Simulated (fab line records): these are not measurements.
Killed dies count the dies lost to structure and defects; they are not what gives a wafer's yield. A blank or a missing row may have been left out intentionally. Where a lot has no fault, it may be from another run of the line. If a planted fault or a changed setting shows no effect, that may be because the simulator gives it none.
fab line records | flow gf180mcu | part 1 of 2: steps 1 to 32 of 33
record: lots: 7 | wafers: 21 | last_day: 34
route steps=602 shown HV_LDD@232 NSD@235 PSD@248 PASSIVATION@602
lots untouched by any fault: they come from a run of this same line in which no faults occurred
start_h: hours from the record's opening day to when the first of the lot's shown wafers began | wait_h: hours from the lot's prior step to this one | " unchanged from the row above | L1.1+2: several wafers, shown together as one row | - either no value or no given start | * or withheld: withheld | < > ~ a bound
route shown NAME@n: names a module that has steps shown in the file, with the first one's number in the route | usual: the fault-free wafers' mean and standard deviation | same: alike in all rows | chamber/n: place in a boat | sites: per-site readings | _std_site: how widely they spread, as a standard deviation | _edge_site: the outer-site mean with the inner-site mean subtracted | radius_mm: for every site, how far away it sits from the centre of the wafer | mask NAME#n: copy n | behind: the tool/chamber that last shaped the wafer | hold: why the lot went on hold/how many hours it stayed there/how the hold came to an end | device: whichever transistor did not switch (one of n, p or np) | end of line: at the end of the route, the tests of the same wafers | a step given without rows: its recipe and nothing more | killed: count of dies lost to structure and defects at first sort (not the wafer's yield) | map: a wafer's dies, marking killed ones x, the rest . and places with no die _
set.NAME: setting as actually run; set.NAME@STEP: the setting as run at that earlier step | model.NAME: the simulator's own value behind a step, which no gauge read
lots at selected steps of the route; one table per step, one row per wafer
services: when a tool's chamber went out of use (start_h, in hours from the record's first day, below 0 if earlier), for how many hours, and the reason
== steps ==
step: GF_HV_LDD_CVD_56
recipe: material: Si3N4 | precursor: DCS/NH3 | target_thk_nm: 90 | temp_c: 770 | time_s: 1543 | pressure_mtorr: 250
step: GF_HV_LDD_THK_MEAS_57
recipe: reads: Si3N4_of_HV_LDD_CVD_56
usual: HV_LDD_CVD_56_THK: 89.6/0.74
lot.wafer | tool          | chamber | start_h | wait_h | HV_LDD_CVD_56_THK[nm]
L156.1    | film_metro-02 | -       | 292.72  | 0.0    | 88.9
L156.5    | "             | -       | "       | "      | 89.4
L156.6    | "             | -       | "       | "      | 89.6
L158.2    | film_metro-01 | -       | 310.38  | 0.0    | 90.2
L158.3    | "             | -       | "       | "      | 90.7
L158.6    | "             | -       | "       | "      | 89.8
L159.1    | film_metro-01 | -       | 314.16  | 0.0    | 89.2
L159.3    | "             | -       | "       | "      | 89.8
L159.5    | "             | -       | "       | "      | 89.1
L163.2    | film_metro-02 | -       | 346.17  | 0.0    | 89.4
L163.5    | "             | -       | "       | "      | 89.4
L163.6    | "             | -       | "       | "      | 89.4
L171.1    | film_metro-03 | -       | 414.36  | 0.0    | 89.4
L171.3    | "             | -       | "       | "      | 89.2
L171.6    | "             | -       | "       | "      | 88.9
L172.1    | film_metro-01 | -       | 420.50  | 0.0    | 90.4
L172.2    | "             | -       | "       | "      | 91.0
L172.3    | "             | -       | "       | "      | 90.4
L175.4    | film_metro-03 | -       | 443.44  | 0.0    | 89.3
L175.5    | "             | -       | "       | "      | 88.9
L175.6    | "             | -       | "       | "      | 89.7
step: GF_HV_LDD_ETCHBACK_58
recipe: chemistry: CH3F/O2 | target: Si3N4 | stop_on: SiO2 | source_w: 400 | bias_w: 80 | pressure_mtorr: 25 | ch3f_flow_sccm: 40 | O2_flow_sccm: 30 | time_s: 100 | target_depth_a: 900
usual: drypump_motor_current_A: 5.9/0.57 | oes_product_au: 0.840/0.0064 | throttle_valve_pct: 10.561/0.008
lot.wafer | tool        | chamber | start_h | wait_h | drypump_motor_current_A | oes_product_au | rf_hours_counter_h | throttle_valve_pct
L156.1    | rie_diel-02 | 3       | 292.78  | 0.1    | 6.5                     | 0.836          | 93                 | 10.565
L156.5    | "           | 2       | "       | "      | 5.2                     | 0.837          | -                  | 10.572
L156.6    | "           | 3       | "       | "      | 6.5                     | 0.840          | -                  | 10.560
L158.2    | rie_diel-02 | 0       | 310.43  | 0.0    | 5.6                     | 0.856          | 71                 | 10.563
L158.3    | "           | 2       | "       | "      | 5.2                     | 0.846          | 71                 | 10.570
L158.6    | "           | 0       | "       | "      | 5.6                     | 0.849          | -                  | 10.575
L159.1    | rie_diel-01 | 1       | 314.22  | 0.1    | 5.7                     | 0.840          | 2                  | 10.546
L159.3    | "           | 3       | "       | "      | 6.8                     | 0.837          | 61                 | 10.561
L159.5    | "           | 3       | "       | "      | 6.8                     | 0.836          | -                  | 10.556
L163.2    | rie_diel-01 | 1       | 346.22  | 0.0    | 5.7                     | 0.833          | 3                  | 10.555
L163.5    | "           | 1       | "       | "      | 5.7                     | 0.842          | -                  | 10.547
L163.6    | "           | 3       | "       | "      | 6.8                     | 0.839          | -                  | 10.555
L171.1    | rie_diel-04 | 3       | 414.42  | 0.1    | 4.7                     | 0.841          | 43                 | 10.555
L171.3    | "           | 0       | "       | "      | 5.5                     | 0.837          | 88                 | 10.563
L171.6    | "           | 3       | "       | "      | 4.7                     | 0.830          | -                  | 10.552
L172.1    | rie_diel-01 | 0       | 420.56  | 0.1    | 6.3                     | 0.847          | 2                  | 10.552
L172.2    | "           | 2       | "       | "      | 6.4                     | 0.848          | 14                 | 10.559
L172.3    | "           | 1       | "       | "      | 5.7                     | 0.839          | 5                  | 10.560
L175.4    | rie_diel-01 | 0       | 443.50  | 0.1    | 6.3                     | 0.839          | -                  | 10.554
L175.5    | "           | 2       | "       | "      | 6.4                     | 0.835          | -                  | 10.563
L175.6    | "           | 1       | "       | "      | 5.7                     | 0.841          | -                  | 10.570
step: GF_NSD_DEHYDRATE_00
recipe: temp_c: 200 | time_s: 60
step: GF_NSD_HMDS_01
recipe: prime_time_s: 60 | prime_temp_c: 120
step: GF_NSD_COAT_02
recipe: resist: NOVOLAK | spin_rpm: 3000 | resist_thk_nm: 1000
step: GF_NSD_SOFTBAKE_03
recipe: temp_c: 90 | time_s: 60 | resist: NOVOLAK
step: GF_NSD_EXPOSE_04
recipe: mask_id: Nplus | target_cd_nm: 400 | na: 0.6 | source_shape: conventional | sigma_outer: 0.6 | dose_mj: 140
step: GF_NSD_PEB_05
recipe: temp_c: withheld | time_s: * | resist: NOVOLAK
step: GF_NSD_DEVELOP_06
recipe: develop_time_s: 60 | dev_temp_c: 23
step: GF_NSD_CD_MEAS_07
recipe: target_cd_nm: 400
usual: cd_nm: 400.2/2.8
lot.wafer | tool      | chamber | start_h | wait_h | cd_nm
L156.1    | cd_sem-02 | -       | 313.50  | 0.1    | 397.6
L156.5    | "         | -       | "       | "      | 399.5
L156.6    | "         | -       | "       | "      | 399.8
L158.2    | cd_sem-01 | -       | 330.80  | 0.1    | 402.7
L158.3    | "         | -       | "       | "      | 405.6
L158.6    | "         | -       | "       | "      | 403.7
L159.1    | cd_sem-01 | -       | 335.25  | 0.1    | 404.0
L159.3    | "         | -       | "       | "      | 404.3
L159.5    | "         | -       | "       | "      | 403.5
L163.2    | cd_sem-02 | -       | 367.10  | 0.1    | 403.2
L163.5    | "         | -       | "       | "      | 404.5
L163.6    | "         | -       | "       | "      | 403.7
L171.1    | cd_sem-01 | -       | 437.70  | 0.1    | 402.3
L171.3    | "         | -       | "       | "      | 399.0
L171.6    | "         | -       | "       | "      | 401.8
L172.1    | cd_sem-01 | -       | 444.50  | 0.1    | 398.1
L172.2    | "         | -       | "       | "      | 396.0
L172.3    | "         | -       | "       | "      | 397.0
L175.4    | cd_sem-02 | -       | 466.76  | 0.1    | 399.4
L175.5    | "         | -       | "       | "      | 397.3
L175.6    | "         | -       | "       | "      | 396.8
step: GF_NSD_OVL_MEAS_08
usual: NSD_OVL: -0.3/1.3
lot.wafer | tool       | chamber | start_h | wait_h | NSD_OVL[nm]
L156.1    | overlay-01 | -       | 313.62  | 0.1    | 0.9
L156.5    | "          | -       | "       | "      | 0.8
L156.6    | "          | -       | "       | "      | 0.9
L158.2    | overlay-02 | -       | 330.90  | 0.1    | -1.8
L158.3    | "          | -       | "       | "      | -0.8
L158.6    | "          | -       | "       | "      | -1.7
L159.1    | overlay-01 | -       | 335.37  | 0.1    | 0.7
L159.3    | "          | -       | "       | "      | -1.4
L159.5    | "          | -       | "       | "      | -0.9
L163.2    | overlay-02 | -       | 367.20  | 0.1    | -1.1
L163.5    | "          | -       | "       | "      | -1.2
L163.6    | "          | -       | "       | "      | -0.4
L171.1    | overlay-02 | -       | 437.82  | 0.1    | -0.9
L171.3    | "          | -       | "       | "      | -0.6
L171.6    | "          | -       | "       | "      | -0.6
L172.1    | overlay-02 | -       | 444.62  | 0.1    | 0.0
L172.2    | "          | -       | "       | "      | 1.4
L172.3    | "          | -       | "       | "      | 2.8
L175.4    | overlay-02 | -       | 466.84  | 0.1    | -1.2
L175.5    | "          | -       | "       | "      | -0.3
L175.6    | "          | -       | "       | "      | -1.6
step: GF_NSD_IMPLANT_09
recipe: species: As | energy_kev: 60 | dose_cm2: 4e+15 | tilt_deg: 7
usual: beam_energy_keV: 60.003/0.016 | dose_ions_cm2: 3.999e+15/4e+12 | faraday_current_uA: 12885/1100
lot.wafer | tool         | chamber | start_h | wait_h | beam_energy_keV | dose_ions_cm2 | faraday_current_uA
L156.1    | implanter-04 | 0       | 313.65  | 0.0    | 60.013          | 3.998e+15     | 12048
L156.5    | "            | 0       | "       | "      | 60.024          | 3.995e+15     | 12295
L156.6    | "            | 0       | "       | "      | 60.025          | 3.999e+15     | 12128
L158.2    | implanter-04 | 0       | 330.96  | 0.0    | 59.993          | 4.004e+15     | 12351
L158.3    | "            | 0       | "       | "      | 60.019          | 3.996e+15     | 11833
L158.6    | "            | 0       | "       | "      | 60.012          | 3.995e+15     | 12356
L158.2    | implanter-04 | 0       | 331.28  | 0.3    | 59.983          | 3.998e+15     | 11964
L158.3    | "            | 0       | "       | "      | 60.000          | 4.005e+15     | 12576
L158.6    | "            | 0       | "       | "      | 59.994          | 4.004e+15     | 12292
L159.1    | implanter-02 | 0       | 335.41  | 0.0    | 59.993          | 4.001e+15     | 13835
L159.3    | "            | 0       | "       | "      | 60.014          | 3.994e+15     | 14322
L159.5    | "            | 0       | "       | "      | 59.979          | 3.993e+15     | 14780
L159.1    | implanter-02 | 0       | 335.73  | 0.3    | 59.948          | 4.007e+15     | 14080
L159.3    | "            | 0       | "       | "      | 59.986          | 4.001e+15     | 14057
L159.5    | "            | 0       | "       | "      | 59.977          | 4.005e+15     | 14172
L163.2    | implanter-04 | 0       | 367.26  | 0.0    | 60.024          | 3.998e+15     | 12577
L163.5    | "            | 0       | "       | "      | 60.041          | 4e+15         | 11929
L163.6    | "            | 0       | "       | "      | 60.007          | 3.994e+15     | 12696
L163.2    | implanter-04 | 0       | 367.58  | 0.3    | 60.025          | 3.999e+15     | 12284
L163.5    | "            | 0       | "       | "      | 60.031          | 4.007e+15     | 12287
L163.6    | "            | 0       | "       | "      | 60.027          | 4.01e+15      | 12019
L171.1    | implanter-04 | 0       | 437.86  | 0.0    | 59.987          | 3.997e+15     | 12188
L171.3    | "            | 0       | "       | "      | 59.993          | 3.999e+15     | 12350
L171.6    | "            | 0       | "       | "      | 59.988          | 3.999e+15     | 12219
L172.1    | implanter-04 | 0       | 444.66  | 0.0    | 60.023          | 4.003e+15     | 12445
L172.2    | "            | 0       | "       | "      | 60.011          | 3.997e+15     | 12140
L172.3    | "            | 0       | "       | "      | 60.008          | 3.998e+15     | 12110
L175.4    | implanter-02 | 0       | 466.93  | 0.1    | 60.023          | 3.995e+15     | 14714
L175.5    | "            | 0       | "       | "      | 60.023          | 3.991e+15     | 14344
L175.6    | "            | 0       | "       | "      | 59.993          | 3.996e+15     | 14487
step: GF_NSD_IMPLANT_10
recipe: species: P | energy_kev: 40 | dose_cm2: 5e+14 | tilt_deg: 7
step: GF_NSD_STRIP_11
recipe: chemistry: O2/N2 | power_w: 1400 | pressure_mtorr: 1500 | platen_temp_c: 250 | o2_flow_sccm: 3000 | n2_flow_sccm: 300 | overash_fraction: 0.5
usual: drypump_motor_current_A: 5.86/0.25 | heater_power_w: 341/26 | oes_product_au: 0.486/0.0043 | strip_time_to_endpoint_s: 22.97/0.043
lot.wafer | tool            | chamber | start_h | wait_h | drypump_motor_current_A | heater_power_w | oes_product_au | rf_hours_counter_h | strip_time_to_endpoint_s
L156.1    | plasma_asher-03 | 1       | 313.95  | 0.1    | 5.83                    | 326            | 0.481          | 56                 | 22.97
L156.5    | "               | 1       | "       | "      | 5.84                    | 328            | 0.480          | -                  | 22.98
L156.6    | "               | 0       | "       | "      | 5.47                    | 320            | 0.490          | -                  | 22.96
L158.2    | plasma_asher-02 | 1       | 331.55  | 0.1    | 5.95                    | 315            | 0.479          | 22                 | 24.09
L158.3    | "               | 0       | "       | "      | 6.20                    | 365            | 0.472          | -                  | 24.07
L158.6    | "               | 1       | "       | "      | 5.97                    | 317            | 0.472          | -                  | 24.08
L159.1    | plasma_asher-03 | 1       | 336.03  | 0.1    | 5.87                    | 331            | 0.476          | 58                 | 24.05
L159.3    | "               | 0       | "       | "      | 5.45                    | 324            | 0.476          | -                  | 24.10
L159.5    | "               | 0       | "       | "      | 5.46                    | 326            | 0.486          | -                  | 24.08
L163.2    | plasma_asher-02 | 0       | 368.06  | 0.1    | 6.18                    | 372            | 0.474          | 26                 | 24.07
L163.5    | "               | 0       | "       | "      | 6.19                    | 371            | 0.474          | -                  | 24.03
L163.6    | "               | 1       | "       | "      | 5.95                    | 314            | 0.472          | -                  | 24.02
L171.1    | plasma_asher-03 | 0       | 438.16  | 0.1    | 5.49                    | 316            | 0.484          | 69                 | 22.94
L171.3    | "               | 1       | "       | "      | 5.83                    | 324            | 0.485          | -                  | 22.91
L171.6    | "               | 0       | "       | "      | 5.45                    | 323            | 0.489          | -                  | 22.94
L172.1    | plasma_asher-04 | 0       | 444.96  | 0.1    | 6.17                    | 354            | 0.488          | 2                  | 23.03
L172.2    | "               | 1       | "       | "      | 5.81                    | 385            | 0.481          | 2                  | 23.03
L172.3    | "               | 1       | "       | "      | 5.83                    | 382            | 0.490          | -                  | 23.05
L175.4    | plasma_asher-02 | 1       | 467.19  | 0.1    | 5.96                    | 310            | 0.494          | -                  | 22.99
L175.5    | "               | 1       | "       | "      | 5.96                    | 314            | 0.479          | -                  | 22.93
L175.6    | "               | 0       | "       | "      | 6.11                    | 374            | 0.485          | -                  | 22.90
step: GF_NSD_TW_MEAS_12
usual: NSD_TW: 4244/35
lot.wafer | tool          | chamber | start_h | wait_h | NSD_TW
L156.1    | film_metro-04 | -       | 314.05  | 0.1    | 4238
L156.5    | "             | -       | "       | "      | 4247
L156.6    | "             | -       | "       | "      | 4246
L158.2    | film_metro-04 | -       | 331.66  | 0.1    | 4282
L158.3    | "             | -       | "       | "      | 4297
L158.6    | "             | -       | "       | "      | 4313
L159.1    | film_metro-04 | -       | 336.13  | 0.1    | 4271
L159.3    | "             | -       | "       | "      | 4302
L159.5    | "             | -       | "       | "      | 4313
L163.2    | film_metro-03 | -       | 368.17  | 0.1    | 4360
L163.5    | "             | -       | "       | "      | 4343
L163.6    | "             | -       | "       | "      | 4353
L171.1    | film_metro-01 | -       | 438.26  | 0.1    | 4216
L171.3    | "             | -       | "       | "      | 4226
L171.6    | "             | -       | "       | "      | 4228
L172.1    | film_metro-03 | -       | 445.06  | 0.1    | 4294
L172.2    | "             | -       | "       | "      | 4281
L172.3    | "             | -       | "       | "      | 4267
L175.4    | film_metro-04 | -       | 467.29  | 0.1    | 4216
L175.5    | "             | -       | "       | "      | 4221
L175.6    | "             | -       | "       | "      | 4242
step: GF_PSD_DEHYDRATE_00
recipe: temp_c: 200 | time_s: 60
step: GF_PSD_HMDS_01
recipe: prime_time_s: 60 | prime_temp_c: 120
step: GF_PSD_COAT_02
recipe: resist: NOVOLAK | spin_rpm: 3000 | resist_thk_nm: 1000
step: GF_PSD_SOFTBAKE_03
recipe: temp_c: 90 | time_s: 60 | resist: NOVOLAK
step: GF_PSD_EXPOSE_04
recipe: mask_id: Pplus | target_cd_nm: 400 | na: 0.6 | source_shape: conventional | sigma_outer: 0.6 | dose_mj: 140
step: GF_PSD_PEB_05
recipe: temp_c: withheld | time_s: * | resist: NOVOLAK
step: GF_PSD_DEVELOP_06
recipe: develop_time_s: 60 | dev_temp_c: 23
step: GF_PSD_CD_MEAS_07
recipe: target_cd_nm: 400
usual: cd_nm: 400.0/2.3
lot.wafer | tool      | chamber | start_h | wait_h | cd_nm
L156.1    | cd_sem-02 | -       | 334.74  | 0.1    | 401.2
L156.5    | "         | -       | "       | "      | 400.4
L156.6    | "         | -       | "       | "      | 402.3
L158.2    | cd_sem-02 | -       | 352.41  | 0.1    | 398.9
L158.3    | "         | -       | "       | "      | 397.6
L158.6    | "         | -       | "       | "      | 400.0
L159.1    | cd_sem-02 | -       | 357.60  | 0.1    | 401.4
L159.3    | "         | -       | "       | "      | 403.6
L159.5    | "         | -       | "       | "      | 404.6
L163.2    | cd_sem-01 | -       | 389.51  | 0.1    | 400.4
L163.5    | "         | -       | "       | "      | 401.3
L163.6    | "         | -       | "       | "      | 401.6
L171.1    | cd_sem-01 | -       | 462.09  | 0.1    | 404.3
L171.3    | "         | -       | "       | "      | 402.9
L171.6    | "         | -       | "       | "      | 400.7
L172.1    | cd_sem-02 | -       | 468.59  | 0.1    | 397.1
L172.2    | "         | -       | "       | "      | 397.1
L172.3    | "         | -       | "       | "      | 397.8
L175.4    | cd_sem-02 | -       | 491.80  | 0.1    | 400.2
L175.5    | "         | -       | "       | "      | 398.0
L175.6    | "         | -       | "       | "      | 399.1
step: GF_PSD_OVL_MEAS_08
usual: PSD_OVL: -0.8/1.5
lot.wafer | tool       | chamber | start_h | wait_h | PSD_OVL[nm]
L156.1    | overlay-02 | -       | 334.86  | 0.1    | 0.5
L156.5    | "          | -       | "       | "      | 0.3
L156.6    | "          | -       | "       | "      | 0.8
L158.2    | overlay-01 | -       | 352.51  | 0.1    | -1.4
L158.3    | "          | -       | "       | "      | -2.4
L158.6    | "          | -       | "       | "      | -2.5
L159.1    | overlay-02 | -       | 357.72  | 0.1    | -0.9
L159.3    | "          | -       | "       | "      | -3.8
L159.5    | "          | -       | "       | "      | -0.4
L163.2    | overlay-02 | -       | 389.64  | 0.1    | -2.4
L163.5    | "          | -       | "       | "      | -2.6
L163.6    | "          | -       | "       | "      | -4.5
L171.1    | overlay-01 | -       | 462.21  | 0.1    | -3.3
L171.3    | "          | -       | "       | "      | -4.0
L171.6    | "          | -       | "       | "      | -0.9
L172.1    | overlay-02 | -       | 468.71  | 0.1    | -1.2
L172.2    | "          | -       | "       | "      | -2.0
L172.3    | "          | -       | "       | "      | -0.4
L175.4    | overlay-01 | -       | 491.88  | 0.1    | -1.7
L175.5    | "          | -       | "       | "      | -1.0
L175.6    | "          | -       | "       | "      | 0.5
step: GF_PSD_IMPLANT_09
recipe: species: BF2 | energy_kev: 40 | dose_cm2: 1.5e+15 | tilt_deg: 7
step: GF_PSD_STRIP_10
recipe: chemistry: O2/N2 | power_w: 1400 | pressure_mtorr: 1500 | platen_temp_c: 250 | o2_flow_sccm: 3000 | n2_flow_sccm: 300 | overash_fraction: 0.5
usual: drypump_motor_current_A: 5.9/0.31 | heater_power_w: 354/27 | oes_product_au: 0.592/0.0045 | strip_time_to_endpoint_s: 16.55/0.046
lot.wafer | tool            | chamber | start_h | wait_h | drypump_motor_current_A | heater_power_w | oes_product_au | rf_hours_counter_h | strip_time_to_endpoint_s
L156.1    | plasma_asher-01 | 0       | 335.04  | 0.1    | 5.8                     | 377            | 0.596          | 66                 | 16.56
L156.5    | "               | 1       | "       | "      | 5.3                     | 335            | 0.595          | -                  | 16.50
L156.6    | "               | 0       | "       | "      | 5.8                     | 372            | 0.589          | -                  | 16.50
L158.2    | plasma_asher-02 | 1       | 352.69  | 0.1    | 5.9                     | 317            | 0.589          | 24                 | 16.57
L158.3    | "               | 0       | "       | "      | 6.2                     | 380            | 0.590          | -                  | 16.59
L158.6    | "               | 1       | "       | "      | 6.0                     | 309            | 0.598          | -                  | 16.57
L159.1    | plasma_asher-01 | 0       | 357.91  | 0.1    | 5.8                     | 371            | 0.598          | 68                 | 16.57
L159.3    | "               | 0       | "       | "      | 5.8                     | 374            | 0.596          | -                  | 16.53
L159.5    | "               | 0       | "       | "      | 5.8                     | 375            | 0.591          | -                  | 16.52
L163.2    | plasma_asher-02 | 1       | 389.82  | 0.1    | 6.0                     | 307            | 0.595          | 28                 | 16.59
L163.5    | "               | 0       | "       | "      | 6.2                     | 373            | 0.592          | -                  | 16.59
L163.6    | "               | 1       | "       | "      | 6.0                     | 314            | 0.588          | -                  | 16.63
L171.1    | plasma_asher-02 | 0       | 462.40  | 0.1    | 6.2                     | 378            | 0.596          | 36                 | 16.59
L171.3    | "               | 0       | "       | "      | 6.2                     | 368            | 0.604          | -                  | 16.61
L171.6    | "               | 1       | "       | "      | 6.0                     | 309            | 0.595          | -                  | 16.57
L172.1    | plasma_asher-04 | 0       | 468.89  | 0.1    | 6.2                     | 367            | 0.586          | 4                  | 16.55
L172.2    | "               | 1       | "       | "      | 5.8                     | 387            | 0.587          | 4                  | 16.55
L172.3    | "               | 1       | "       | "      | 5.8                     | 382            | 0.588          | -                  | 16.54
L175.4    | plasma_asher-02 | 1       | 492.08  | 0.1    | 5.9                     | 311            | 0.588          | -                  | 16.60
L175.5    | "               | 0       | "       | "      | 6.2                     | 377            | 0.598          | -                  | 16.59
L175.6    | "               | 1       | "       | "      | 5.9                     | 307            | 0.600          | -                  | 16.59
step: GF_PSD_TW_MEAS_11
usual: PSD_TW: 3173/21
lot.wafer | tool          | chamber | start_h | wait_h | PSD_TW
L156.1    | film_metro-01 | -       | 335.14  | 0.1    | 3188
L156.5    | "             | -       | "       | "      | 3186
L156.6    | "             | -       | "       | "      | 3187
L158.2    | film_metro-04 | -       | 352.80  | 0.1    | 3179
L158.3    | "             | -       | "       | "      | 3174
L158.6    | "             | -       | "       | "      | 3153
L159.1    | film_metro-04 | -       | 358.01  | 0.1    | 3161
L159.3    | "             | -       | "       | "      | 3168
L159.5    | "             | -       | "       | "      | 3178
L163.2    | film_metro-01 | -       | 389.93  | 0.1    | 3157
L163.5    | "             | -       | "       | "      | 3165
L163.6    | "             | -       | "       | "      | 3163
L171.1    | film_metro-04 | -       | 462.50  | 0.1    | 3175
L171.3    | "             | -       | "       | "      | 3157
L171.6    | "             | -       | "       | "      | 3154
L172.1    | film_metro-04 | -       | 468.99  | 0.1    | 3151
L172.2    | "             | -       | "       | "      | 3168
L172.3    | "             | -       | "       | "      | 3150
L175.4    | film_metro-03 | -       | 492.18  | 0.1    | 3213
L175.5    | "             | -       | "       | "      | 3191
L175.6    | "             | -       | "       | "      | 3210
step: GF_PSD_CLEAN_12
recipe: chemistry: SC1/SC2 | mix: 1:4:20 | temp_c: 70 | time_s: 144.1 | dry: n2_spin
step: GF_PSD_RTA_13
recipe: temp_c: 1025 | time_s: 20 | ambient: N2
usual: lamp_power_pct: 33.8/2.1 | wafer_temp_C_max: 1030.7/1.2
lot.wafer | tool          | chamber | start_h | wait_h | lamp_power_pct | wafer_temp_C_max
L156.1    | rtp_anneal-01 | 0       | 335.26  | 0.0    | 35.8           | 1029.9
L156.5    | "             | 0       | "       | "      | 35.8           | 1030.8
L156.6    | "             | 0       | "       | "      | 35.8           | 1031.6
L158.2    | rtp_anneal-01 | 0       | 352.92  | 0.0    | 35.8           | 1031.1
L158.3    | "             | 0       | "       | "      | 35.8           | 1029.6
L158.6    | "             | 0       | "       | "      | 35.8           | 1029.1
L159.1    | rtp_anneal-02 | 0       | 358.17  | 0.0    | 31.5           | 1028.5
L159.3    | "             | 0       | "       | "      | 31.5           | 1029.8
L159.5    | "             | 0       | "       | "      | 31.6           | 1030.0
L163.2    | rtp_anneal-02 | 0       | 390.04  | 0.0    | 31.5           | 1029.9
L163.5    | "             | 0       | "       | "      | 31.5           | 1030.1
L163.6    | "             | 0       | "       | "      | 31.6           | 1031.0
L171.1    | rtp_anneal-01 | 0       | 462.61  | 0.0    | 35.8           | 1030.4
L171.3    | "             | 0       | "       | "      | 35.9           | 1032.2
L171.6    | "             | 0       | "       | "      | 35.7           | 1033.5
L172.1    | rtp_anneal-02 | 0       | 469.10  | 0.0    | 31.6           | 1028.7
L172.2    | "             | 0       | "       | "      | 31.5           | 1029.1
L172.3    | "             | 0       | "       | "      | 31.6           | 1029.6
L175.4    | rtp_anneal-02 | 0       | 492.30  | 0.0    | 31.6           | 1030.2
L175.5    | "             | 0       | "       | "      | 31.6           | 1028.4
L175.6    | "             | 0       | "       | "      | 31.6           | 1029.5
step: GF_PSD_RS_MEAS_14
recipe: thk_meas_gauge: four-point-probe
usual: NSD_RS: 46.16/0.085
lot.wafer | tool          | chamber | start_h | wait_h | NSD_RS[ohm/sq]
L156.1    | film_metro-03 | -       | 335.34  | 0.1    | 46.20
L156.5    | "             | -       | "       | "      | 46.16
L156.6    | "             | -       | "       | "      | 46.05
L158.2    | film_metro-03 | -       | 353.01  | 0.1    | 44.04
L158.3    | "             | -       | "       | "      | 43.99
L158.6    | "             | -       | "       | "      | 43.92
L158.2    | film_metro-03 | -       | 353.29  | 0.3    | 43.91
L158.3    | "             | -       | "       | "      | 44.04
L158.6    | "             | -       | "       | "      | 43.92
L159.1    | film_metro-01 | -       | 358.25  | 0.1    | 43.83
L159.3    | "             | -       | "       | "      | 44.03
L159.5    | "             | -       | "       | "      | 43.86
L159.1    | film_metro-01 | -       | 358.64  | 0.4    | 43.95
L159.3    | "             | -       | "       | "      | 43.91
L159.5    | "             | -       | "       | "      | 43.86
L163.2    | film_metro-04 | -       | 390.13  | 0.1    | 44.11
L163.5    | "             | -       | "       | "      | 44.15
L163.6    | "             | -       | "       | "      | 44.00
L163.2    | film_metro-04 | -       | 390.42  | 0.3    | 44.15
L163.5    | "             | -       | "       | "      | 44.23
L163.6    | "             | -       | "       | "      | 44.07
L171.1    | film_metro-01 | -       | 462.69  | 0.1    | 46.30
L171.3    | "             | -       | "       | "      | 46.16
L171.6    | "             | -       | "       | "      | 46.22
L172.1    | film_metro-04 | -       | 469.18  | 0.1    | 46.37
L172.2    | "             | -       | "       | "      | 46.19
L172.3    | "             | -       | "       | "      | 46.17
L175.4    | film_metro-03 | -       | 492.40  | 0.1    | 46.30
L175.5    | "             | -       | "       | "      | 46.20
L175.6    | "             | -       | "       | "      | 46.13
step: GF_PSD_RS_MEAS_15
recipe: thk_meas_gauge: four-point-probe
usual: PSD_RS: 108.67/0.28
lot.wafer | tool          | chamber | start_h | wait_h | PSD_RS[ohm/sq]
L156.1    | film_metro-03 | -       | 335.46  | 0.1    | 108.76
L156.5    | "             | -       | "       | "      | 108.56
L156.6    | "             | -       | "       | "      | 108.02
L158.2    | film_metro-03 | -       | 357.53  | 4.2    | 108.34
L158.3    | "             | -       | "       | "      | 108.44
L158.6    | "             | -       | "       | "      | 108.42
L159.1    | film_metro-01 | -       | 361.68  | 3.0    | 108.30
L159.3    | "             | -       | "       | "      | 108.23
L159.5    | "             | -       | "       | "      | 108.07
L163.2    | film_metro-04 | -       | 391.73  | 1.3    | 109.00
L163.5    | "             | -       | "       | "      | 108.99
L163.6    | "             | -       | "       | "      | 108.87
L171.1    | film_metro-01 | -       | 462.81  | 0.1    | 108.96
L171.3    | "             | -       | "       | "      | 108.91
L171.6    | "             | -       | "       | "      | 109.20
L172.1    | film_metro-04 | -       | 469.30  | 0.1    | 109.04
L172.2    | "             | -       | "       | "      | 109.25
L172.3    | "             | -       | "       | "      | 109.02
L175.4    | film_metro-03 | -       | 492.52  | 0.1    | 108.61
L175.5    | "             | -       | "       | "      | 108.62
L175.6    | "             | -       | "       | "      | 108.41
== key ==
first_sign: step: GF_NSD_IMPLANT_09 | reading: visit | direction: added
effect: step: GF_NSD_STRIP_11 | reading: strip_time_to_endpoint_s | direction: up | sigmas: 26 | usual: * | struck: *
effect: step: GF_NSD_TW_MEAS_12 | reading: NSD_TW | direction: up | sigmas: 2 | usual: 4244 | struck: 4315
effect: step: GF_PSD_RS_MEAS_14 | reading: visit | direction: added
effect: step: GF_PSD_RS_MEAS_14 | reading: NSD_RS | direction: down | sigmas: 26 | usual: 46.16 | struck: 43.99
model_effect: step: GF_PASSIVATION_PROBE_99 | value: etest.npoly_u.line_ohm_um | without: 382.5 | struck: 251.4
met_at GF_NSD_IMPLANT_09
struck_wafers L158.2,L158.3,L158.6,L159.1,L159.3,L159.5,L163.2,L163.5,L163.6
tester_left_out L158,L159,L163
fault: kind: repeated_step_whole | tool: implanter-02,implanter-03,implanter-04 | chamber: - | onset_h: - | steps: GF_NSD_IMPLANT_09 | times: 1 | scope: struck_lots_only
tester_left_out: of these lots the tester's yield and bins aren't shown, on N5 and GAA mostly nor the transistor test; their killed dies are dies lost to structure and defects alone, not to doping, threshold or leakage, so they don't give the yield
